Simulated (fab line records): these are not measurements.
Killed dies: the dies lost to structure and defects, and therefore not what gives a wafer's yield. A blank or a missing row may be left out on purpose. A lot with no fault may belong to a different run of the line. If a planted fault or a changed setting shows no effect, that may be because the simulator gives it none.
What tool caused it? :: flow gf180mcu :: Sampling: 12 lots, 36 wafers, 2 of 602 route steps

== WHAT EACH GAUGE READ, for each wafer ==
GF_STI_CD_MEAS_12 targets a cd of 220 nm.
lot: L746
measured: day 2 02:14
on: cd_sem-02
cd_nm (nm): 220.9 220.7 220.2

lot: L747
measured: day 2 07:14
on: cd_sem-01
cd_nm (nm): 220.5 219.8 221.1

lot: L749
measured: day 2 16:28
on: cd_sem-01
cd_nm (nm): 220.8 221.0 221.2

lot: L750
measured: day 2 22:05
on: cd_sem-02
cd_nm (nm): 231.1 231.5 229.8

lot: L751
measured: day 3 03:40
on: cd_sem-02
cd_nm (nm): 218.3 218.4 218.4

lot: L755
measured: day 4 00:07
on: cd_sem-02
cd_nm (nm): 218.1 218.7 218.4

lot: L756
measured: day 4 05:10
on: cd_sem-02
cd_nm (nm): 224.6 223.8 224.6

lot: L757
measured: day 4 09:31
on: cd_sem-01
cd_nm (nm): 226.9 226.8 226.6

lot: L760
measured: day 5 01:26
on: cd_sem-01
cd_nm (nm): 219.1 219.9 218.9

lot: L761
measured: day 5 07:14
on: cd_sem-01
cd_nm (nm): 219.0 219.1 219.6

lot: L762
measured: day 5 11:10
on: cd_sem-02
cd_nm (nm): 220.8 219.1 219.8

lot: L767
measured: day 6 13:45
on: cd_sem-02
cd_nm (nm): 220.8 220.2 221.6

== TOOL THAT RAN EACH LOT (tool first, then ch and the chambers of the sampled wafers, then the start) ==
lot: L746
GF_STI_EXPOSE_09: krf_scanner-02 ch 0, day 1 21:14

lot: L747
GF_STI_EXPOSE_09: krf_scanner-02 ch 0, day 2 01:23

lot: L749
GF_STI_EXPOSE_09: krf_scanner-01 ch 0, day 2 11:11

lot: L750
GF_STI_EXPOSE_09: krf_scanner-02 ch 0, day 2 15:46

lot: L751
GF_STI_EXPOSE_09: krf_scanner-01 ch 0, day 2 21:24

lot: L755
GF_STI_EXPOSE_09: krf_scanner-01 ch 0, day 3 17:43

lot: L756
GF_STI_EXPOSE_09: krf_scanner-02 ch 0, day 3 22:32

lot: L757
GF_STI_EXPOSE_09: krf_scanner-02 ch 0, day 4 03:37

lot: L760
GF_STI_EXPOSE_09: krf_scanner-01 ch 0, day 4 19:12

lot: L761
GF_STI_EXPOSE_09: krf_scanner-01 ch 0, day 5 00:14

lot: L762
GF_STI_EXPOSE_09: krf_scanner-01 ch 0, day 5 04:01

lot: L767
GF_STI_EXPOSE_09: krf_scanner-01 ch 0, day 6 06:01
- GF_STI_EXPOSE_09: exposes mask COMP, target cd 220 nm.

== AS READ BY THE TOOLS THEMSELVES (means over the sampled wafers that have a number; for cases with no such wafer, the mark the record gives instead) ==
GF_STI_EXPOSE_09.
lot: L746
tool: krf_scanner-02
exposure_dose_mJ_cm2: 27.957

lot: L747
tool: krf_scanner-02
exposure_dose_mJ_cm2: 27.994

lot: L749
tool: krf_scanner-01
exposure_dose_mJ_cm2: 27.942

lot: L750
tool: krf_scanner-02
exposure_dose_mJ_cm2: 26.417

lot: L751
tool: krf_scanner-01
exposure_dose_mJ_cm2: 28.004

lot: L755
tool: krf_scanner-01
exposure_dose_mJ_cm2: 27.953

lot: L756
tool: krf_scanner-02
exposure_dose_mJ_cm2: 26.725

lot: L757
tool: krf_scanner-02
exposure_dose_mJ_cm2: 26.721

lot: L760
tool: krf_scanner-01
exposure_dose_mJ_cm2: 27.982

lot: L761
tool: krf_scanner-01
exposure_dose_mJ_cm2: 27.998

lot: L762
tool: krf_scanner-01
exposure_dose_mJ_cm2: 27.970

lot: L767
tool: krf_scanner-01
exposure_dose_mJ_cm2: 27.952

== THE ANSWER, worked out from the rows above alone ==
Rule: the lots themselves supply what counts as usual. Put in order of their means at a reading, lots are off if they are a third of the lots or fewer, leave a main group of 4 or more, and stand apart from it by a gap of 3 or more times the standard deviation of the main group's means; of several such gaps the widest counts. A main group whose means are all the same, to the digits that the tables above print for the reading, isn't used. Also off: a lot with no number at a reading for which 4 or more lots have one. All remaining lots with rows at the step are treated as sound. The gauges are gone through in route order, then the tools' own readings, and for those a lot's mean is taken as printed above. The first step at which some lot is off is used, and at that step the reading that is off furthest; a lot without a number counts as furthest.
Off at GF_STI_CD_MEAS_12 (cd_nm): L750, L756, L757. For the main group the mean is 219.8 nm and the standard deviation 0.96.
A tool fits if, at a process step before that reading, it ran every lot that is off, and no sound lot after the first of them. The gauges at GF_STI_CD_MEAS_12 aren't tried: what is off there is off at GF_STI_EXPOSE_09 too, on other tools, and a gauge's error can't cause that. One fits: GF_STI_EXPOSE_09 on krf_scanner-02. A fault onset in the window from L747 (day 2 01:23, its last sound lot) to L750 (day 2 15:46, its first lot off) fits.
On the lots that are off, the tool's own readings at GF_STI_EXPOSE_09 differ by more than 5 times the standard deviation of the sound lots' means, which bears it out; exposure_dose_mJ_cm2 reads 26.621 there versus 27.972 on the sound lots.

== WHAT HAD BEEN PUT IN BY THE SIMULATOR ==
Process parameter drift: krf_scanner-02, from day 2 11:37 on, at GF_STI_EXPOSE_09. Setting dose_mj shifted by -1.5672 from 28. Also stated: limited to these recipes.
Lots struck among those shown: L750, L756, L757. The rule given above showed the same thing.
